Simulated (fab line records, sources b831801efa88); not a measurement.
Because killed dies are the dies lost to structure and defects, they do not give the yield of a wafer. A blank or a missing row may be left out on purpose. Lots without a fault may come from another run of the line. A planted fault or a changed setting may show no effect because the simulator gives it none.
Matching of chambers | flow sky130 | SKY_VIA2_CMP_02 on cmp-01: 4 sister chambers
The step polishes SiO2. 14 wafers are shown with their chamber, then 7 later ones without.

== WAFERS WITH THEIR CHAMBER ==
wafer  | chamber | motorCurrentA (A)
L223.1 | 2       | 13.5
L223.2 | 0       | 9.9
L223.6 | 2       | 13.8
L227.1 | 1       | 12.7
L227.3 | 2       | 13.4
L227.4 | 0       | 9.4
L237.1 | 0       | 9.9
L237.3 | 2       | 12.9
L237.4 | 3       | 9.4
L239.2 | 0       | 10.0
L239.4 | 3       | 9.2
L239.5 | 2       | 13.6
L236.2 | 2       | 13.4
L236.4 | 0       | 9.6

SIGNATURES (averages over the wafers above)
reading       | chamber 0 | chamber 1 | chamber 2 | chamber 3 | scatter within a chamber
motorCurrentA | 9.760     | 12.700    | 13.433    | 9.300     | 0.269
Rule: distance of a wafer from a chamber = root of the sum over the readings of ((wafer's reading minus chamber's mean) / reading's scatter) squared. The wafer belongs to the nearest chamber; if the next one is less than 2 further off, it can't be placed. The scatter: take each reading less its chamber's mean, square it, sum over the shown wafers, divide by the number of wafers less the number of chambers, and take the root.

== WAFERS WHOSE CHAMBER IS MISSING ==
wafer  | motorCurrentA (A)
L236.5 | 9.2
L243.2 | 12.3
L243.3 | 13.2
L243.5 | 12.4
L246.2 | 9.8
L246.4 | 13.6
L246.5 | 9.5

== CHAMBER TAKEN BY EACH ==
wafer  | from the rows above     | in truth
L236.5 | can't be placed: 3 or 0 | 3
L243.2 | 1                       | 1
L243.3 | can't be placed: 2 or 1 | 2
L243.5 | 1                       | 1
L246.2 | can't be placed: 0 or 3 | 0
L246.4 | 2                       | 2
L246.5 | can't be placed: 3 or 0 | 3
Correctly placed: 3 of 7. Cannot be placed on the basis of these rows: 4; the candidates contain the true chamber in 4. Wrongly placed: 0.
